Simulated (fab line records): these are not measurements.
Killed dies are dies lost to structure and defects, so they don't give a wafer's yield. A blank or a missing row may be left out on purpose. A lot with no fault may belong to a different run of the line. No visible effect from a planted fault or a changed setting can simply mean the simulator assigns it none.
fab line records ; flow sky130
record lots=6; wafers=17; lastDay=50
route steps=708 shown VT_ADJUST_PCH@148 SONOS_TUNNEL@154 PAD_OPEN@708
lots that met no fault: from a run of the same line without faults
startH: hours from the record's first day to the start of the lot's first wafer shown ; waitH: hours since the lot's step before ; " the same as in the row above ; L1.1+2: one row covering several wafers at once ; - value missing, or start not given ; * or withheld: withheld ; < > ~ a bound
route shown NAME@n: a module of which the file shows steps, and the number in the route of the first ; usual: average and standard deviation across the fault-free wafers ; same: alike in all rows ; chamber/n: place in a boat ; sites: the reading at each site ; _std_site: their standard deviation ; _edge_site: mean of outer sites minus mean of inner sites ; radiusMm: how far each site lies from the wafer's centre ; mask NAME#n: copy n ; behind: the last tool/chamber to shape the wafer ; hold: what put the lot on hold/how long, in hours/how the hold closed ; device: the transistor (n, p or np) that didn't switch ; end of line: tests run on the same wafers once the route is complete ; a step given without rows: its recipe and nothing more ; killed: dies that structure and defects cost at the first sort, which is not the same as the wafer's yield ; map: shows each die of a wafer: x if killed, . if not, _ if none is there
set.NAME: the setting as run; set.NAME@STEP: as run at that earlier step ; model.NAME: the simulator's own value behind a step, which no gauge read
certain route steps with their lots: each step a table, each wafer a row
services: when a tool's chamber went out of use (startH, in hours from the record's first day, below 0 if earlier), for how many hours, and the reason
## steps
# step SKY_VT_ADJUST_PCH_PEB_05
# recipe tempC=115; timeS=withheld
# step SKY_VT_ADJUST_PCH_DEVELOP_06
# recipe wallAngleDeg=90; developer=TMAH; developTimeS=60; devTempC=23
# step SKY_VT_ADJUST_PCH_OVL_MEAS_07
# usual VT_ADJUST_PCH_OVL=0.9/1.4
lot.wafer;tool;chamber;startH;waitH;VT_ADJUST_PCH_OVL[nm]
L540.1;overlay-02;-;228.76;-;4.5
L540.5;overlay-02;-;228.76;-;2.8
L540.6;overlay-02;-;228.76;-;3.3
L541.2;overlay-01;-;237.47;-;0.1
L541.4;overlay-01;-;237.47;-;1.8
L541.6;overlay-01;-;237.47;-;-0.6
L548.2;overlay-01;-;293.52;-;0.0
L548.4;overlay-01;-;293.52;-;0.2
L548.6;overlay-01;-;293.52;-;1.4
L549.1;overlay-01;-;305.31;-;2.3
L549.2;overlay-01;-;305.31;-;1.4
L555.3;overlay-02;-;342.92;-;0.4
L555.4;overlay-02;-;342.92;-;1.2
L555.5;overlay-02;-;342.92;-;-0.1
L558.1;overlay-02;-;376.12;-;-0.8
L558.3;overlay-02;-;376.12;-;0.4
L558.5;overlay-02;-;376.12;-;0.4
# step SKY_VT_ADJUST_PCH_IMPLANT_08
# recipe species=B; energyKev=10; doseCm2=5e+11; tiltDeg=withheld
# step SKY_VT_ADJUST_PCH_STRIP_09
# recipe chemistry=O2/N2; powerW=1400; pressureMtorr=1500; platenTempC=withheld; o2FlowSccm=3000; n2FlowSccm=300; overashFraction=0.5
# usual drypumpMotorCurrentA=5.22/0.17; o2FlowSccm=3000/9; oesProductAu=0.722/0.0046; stripTimeToEndpointS=36.93/0.11
lot.wafer;tool;chamber;startH;waitH;drypumpMotorCurrentA;o2FlowSccm;oesProductAu;rfHoursCounterH;stripTimeToEndpointS
L540.1;plasmaAsher-03;1;228.98;0.1;5.19;3009;0.720;53;37.04
L540.5;plasmaAsher-03;0;228.98;0.1;5.39;2994;0.720;-;37.06
L540.6;plasmaAsher-03;1;228.98;0.1;5.20;3005;0.722;-;36.95
L541.2;plasmaAsher-02;1;237.65;0.1;5.40;3001;0.730;43;36.83
L541.4;plasmaAsher-02;0;237.65;0.1;5.06;3009;0.722;-;37.02
L541.6;plasmaAsher-02;0;237.65;0.1;5.07;3017;0.727;-;36.90
L548.2;plasmaAsher-02;1;293.70;0.1;5.39;2995;0.728;48;36.82
L548.4;plasmaAsher-02;0;293.70;0.1;5.07;3006;0.719;-;36.79
L548.6;plasmaAsher-02;0;293.70;0.1;5.06;2993;0.721;-;36.87
L549.1;plasmaAsher-04;1;305.50;0.1;5.17;3013;0.718;61;37.11
L549.2;plasmaAsher-04;0;305.50;0.1;4.92;3002;0.723;61;37.00
L555.3;plasmaAsher-04;0;343.13;0.1;4.92;3004;0.716;-;36.87
L555.4;plasmaAsher-04;1;343.13;0.1;5.19;3000;0.724;-;36.78
L555.5;plasmaAsher-04;0;343.13;0.1;4.91;2992;0.730;-;36.90
L558.1;plasmaAsher-03;0;376.30;0.1;5.42;3004;0.723;67;36.91
L558.3;plasmaAsher-03;1;376.30;0.1;5.17;2999;0.723;-;36.97
L558.5;plasmaAsher-03;0;376.30;0.1;5.39;2996;0.721;-;36.97
# step SKY_VT_ADJUST_PCH_TW_MEAS_10
# usual VT_ADJUST_PCH_TW=143.2/0.91
lot.wafer;tool;chamber;startH;waitH;VT_ADJUST_PCH_TW
L540.1;filmMetro-04;-;229.08;0.1;143.0
L540.5;filmMetro-04;-;229.08;0.1;143.5
L540.6;filmMetro-04;-;229.08;0.1;143.1
L541.2;filmMetro-03;-;237.76;0.1;144.2
L541.4;filmMetro-03;-;237.76;0.1;143.4
L541.6;filmMetro-03;-;237.76;0.1;144.0
L548.2;filmMetro-03;-;293.81;0.1;143.7
L548.4;filmMetro-03;-;293.81;0.1;143.7
L548.6;filmMetro-03;-;293.81;0.1;143.4
L549.1;filmMetro-02;-;305.60;0.1;143.0
L549.2;filmMetro-02;-;305.60;0.1;143.1
L555.3;filmMetro-03;-;343.21;0.1;143.8
L555.4;filmMetro-03;-;343.21;0.1;143.1
L555.5;filmMetro-03;-;343.21;0.1;143.2
L558.1;filmMetro-03;-;376.40;0.1;142.3
L558.3;filmMetro-03;-;376.40;0.1;143.2
L558.5;filmMetro-03;-;376.40;0.1;142.9
# step SKY_SONOS_TUNNEL_DEHYDRATE_00
# recipe tempC=200; timeS=60
# step SKY_SONOS_TUNNEL_HMDS_01
# recipe primeTimeS=60; primeTempC=120
# step SKY_SONOS_TUNNEL_COAT_02
# recipe resist=NOVOLAK; spinRpm=3000; resistThkNm=1140
# step SKY_SONOS_TUNNEL_SOFTBAKE_03
# recipe tempC=90; timeS=60; resist=NOVOLAK
# step SKY_SONOS_TUNNEL_EXPOSE_04
# recipe maskId=TUNM; na=0.6; sourceShape=conventional; sigmaOuter=0.6; polarization=unpolarized; targetCdNm=410; doseMj=136
# step SKY_SONOS_TUNNEL_PEB_05
# recipe tempC=withheld; timeS=*; resist=NOVOLAK
# step SKY_SONOS_TUNNEL_DEVELOP_06
# recipe resist=NOVOLAK; developer=TMAH; developTimeS=60; devTempC=23
# usual resistLineTempC=22.98/0.11
lot.wafer;tool;chamber;startH;waitH;resistLineTempC
L540.1;lithoTrack-01;0;251.86;0.1;22.87
L540.5;lithoTrack-01;0;251.86;0.1;22.85
L540.6;lithoTrack-01;0;251.86;0.1;22.91
L541.2;lithoTrack-01;0;260.08;0.1;22.93
L541.4;lithoTrack-01;0;260.08;0.1;23.05
L541.6;lithoTrack-01;0;260.08;0.1;23.11
L548.2;lithoTrack-01;0;320.28;0.1;23.07
L548.4;lithoTrack-01;0;320.28;0.1;22.94
L548.6;lithoTrack-01;0;320.28;0.1;22.94
L549.1;lithoTrack-01;0;331.61;0.1;23.12
L549.2;lithoTrack-01;0;331.61;0.1;23.09
L555.3;lithoTrack-03;0;371.41;0.1;23.05
L555.4;lithoTrack-03;0;371.41;0.1;22.97
L555.5;lithoTrack-03;0;371.41;0.1;23.05
L558.1;lithoTrack-03;0;405.06;0.1;22.96
L558.3;lithoTrack-03;0;405.06;0.1;22.84
L558.5;lithoTrack-03;0;405.06;0.1;23.01
# step SKY_SONOS_TUNNEL_CD_MEAS_07
# recipe targetCdNm=410
# usual cdNm=410.8/2.3
lot.wafer;tool;chamber;startH;waitH;cdNm
L540.1;cdSem-02;-;252.01;0.1;407.9
L540.5;cdSem-02;-;252.01;0.1;409.0
L540.6;cdSem-02;-;252.01;0.1;408.1
L541.2;cdSem-02;-;260.23;0.1;410.4
L541.4;cdSem-02;-;260.23;0.1;410.7
L541.6;cdSem-02;-;260.23;0.1;412.6
L548.2;cdSem-01;-;320.43;0.1;393.8
L548.4;cdSem-01;-;320.43;0.1;406.8
L548.6;cdSem-01;-;320.43;0.1;394.6
L549.1;cdSem-01;-;331.76;0.1;412.0
L549.2;cdSem-01;-;331.76;0.1;400.9
L555.3;cdSem-01;-;371.55;0.1;411.7
L555.4;cdSem-01;-;371.55;0.1;411.8
L555.5;cdSem-01;-;371.55;0.1;411.6
L558.1;cdSem-01;-;405.21;0.1;407.5
L558.3;cdSem-01;-;405.21;0.1;407.2
L558.5;cdSem-01;-;405.21;0.1;408.8
# step SKY_SONOS_TUNNEL_OVL_MEAS_08
# usual SONOS_TUNNEL_OVL=0.1/1.4
lot.wafer;tool;chamber;startH;waitH;SONOS_TUNNEL_OVL[nm]
L540.1;overlay-02;-;252.13;0.1;1.1
L540.5;overlay-02;-;252.13;0.1;1.6
L540.6;overlay-02;-;252.13;0.1;1.6
L541.2;overlay-02;-;260.34;0.1;-0.4
L541.4;overlay-02;-;260.34;0.1;-0.2
L541.6;overlay-02;-;260.34;0.1;-0.4
L548.2;overlay-01;-;320.54;0.1;0.8
L548.4;overlay-01;-;320.54;0.1;1.8
L548.6;overlay-01;-;320.54;0.1;-1.0
L549.1;overlay-01;-;331.88;0.1;1.1
L549.2;overlay-01;-;331.88;0.1;0.5
L555.3;overlay-02;-;371.64;0.1;0.0
L555.4;overlay-02;-;371.64;0.1;-0.1
L555.5;overlay-02;-;371.64;0.1;0.8
L558.1;overlay-01;-;405.33;0.1;-1.1
L558.3;overlay-01;-;405.33;0.1;-0.9
L558.5;overlay-01;-;405.33;0.1;-0.5
# step SKY_PAD_OPEN_PROBE_99
# usual killed_at_M0_to_M3=43/6; killed_at_M4_up=3.2/1.9; killedAtContacts=25/5.4; killedAtFrontEnd=15/4.5; killedAtOther=0.3/0.59; killedDies=87/8.7; killedOnRim=17/3.5; killedOpen=47/6.7; killedShort=39/5.7
# same grossDies=492; killedAtBackSide=0
lot.wafer;tool;chamber;startH;waitH;killed_at_M0_to_M3;killed_at_M4_up;killedAtContacts;killedAtFrontEnd;killedAtOther;killedDies;killedOnRim;killedOpen;killedShort
L540.1;prober-02;-;1086.74;0.1;43;7;23;16;1;90;22;53;37
L540.5;prober-02;-;1086.94;0.2;43;4;28;18;0;93;18;49;44
L540.6;prober-02;-;1086.99;0.2;34;1;26;10;2;73;14;48;25
L548.2;prober-02;-;1140.11;0.1;34;2;21;16;0;73;12;37;35
L548.4;prober-02;-;1140.21;0.2;44;1;27;11;0;83;15;49;33
L548.6;prober-02;-;1140.31;0.2;37;3;29;23;0;92;22;44;48
# killed by level:class
L540.1 VIA1:geometricParticle:open=17 LI_CONTACT:geometricParticle:open=10 CONTACT:geometricParticle:open=7 METAL4:geometricParticle:short=6 METAL2:geometricParticle:short=6 POLY_GATE:geometricParticle:open=5 LI_CONTACT:geometricParticle:short=5 METAL1:geometricParticle:short=5
L540.5 LI_CONTACT:geometricParticle:open=11 VIA2:geometricParticle:open=9 CONTACT:geometricParticle:open=8 VIA1:geometricParticle:open=8 FIELD_ISO:geometricParticle:short=7 METAL1:geometricParticle:short=5 POLY_GATE:geometricParticle:short=4 LOCAL_INTERCONNECT:geometricParticle:short=4
L540.6 VIA1:geometricParticle:open=11 CONTACT:geometricParticle:open=9 LI_CONTACT:geometricParticle:open=8 VIA2:geometricParticle:short=5 VIA3:geometricParticle:open=5 LI_CONTACT:geometricParticle:short=4 VIA2:geometricParticle:open=4 FIELD_ISO:geometricParticle:open=3
L548.2 VIA1:geometricParticle:open=7 VIA1:geometricParticle:short=7 CONTACT:geometricParticle:short=6 CONTACT:geometricParticle:open=6 FIELD_ISO:geometricParticle:open=5 VIA3:geometricParticle:short=5 LI_CONTACT:geometricParticle:short=4 VIA2:geometricParticle:open=4
L548.4 VIA1:geometricParticle:open=13 LI_CONTACT:geometricParticle:open=8 CONTACT:geometricParticle:open=8 METAL1:geometricParticle:short=7 VIA3:geometricParticle:open=7 VIA2:geometricParticle:open=6 FIELD_ISO:geometricParticle:short=5 LOCAL_INTERCONNECT:geometricParticle:short=5
L548.6 FIELD_ISO:geometricParticle:short=10 CONTACT:geometricParticle:open=10 FIELD_ISO:geometricParticle:open=7 LI_CONTACT:geometricParticle:open=7 METAL1:geometricParticle:short=7 VIA3:geometricParticle:open=7 CONTACT:geometricParticle:short=6 LOCAL_INTERCONNECT:geometricParticle:short=4
## services
tool;chamber;startH;hours;kind
plasmaAsher-03;-;245.79;7.7;repair
plasmaAsher-03;-;246.16;3.6;repair
plasmaAsher-02;-;325.21;14.6;pm
plasmaAsher-02;-;339.81;2.8;pm
plasmaAsher-02;-;342.56;4.3;pm
## key
firstSign step=SKY_SONOS_TUNNEL_CD_MEAS_07; reading=cdNm; direction=down; sigmas=6.1; usual=410.8; struck=396.4
effect none on later readings
metAt SKY_SONOS_TUNNEL_DEVELOP_06
struckWafers L548.2,L548.6,L549.2
testerLeftOut L548,L549
onsetBetween 260.08 320.28
fault kind=processParameterDrift; tool=lithoTrack-01; chamber=-; onsetH=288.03; steps=SKY_SONOS_TUNNEL_DEVELOP_06; channel=developTimeS; offset=*; shape=step; endH=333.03; scope=struckWafersOnly; actsIn=*; stated=*
# testerLeftOut: of these lots the tester's yield and bins aren't shown, on N5 and GAA mostly nor the transistor test; their killed dies are dies lost to structure and defects alone, not to doping, threshold or leakage, so they don't give the yield
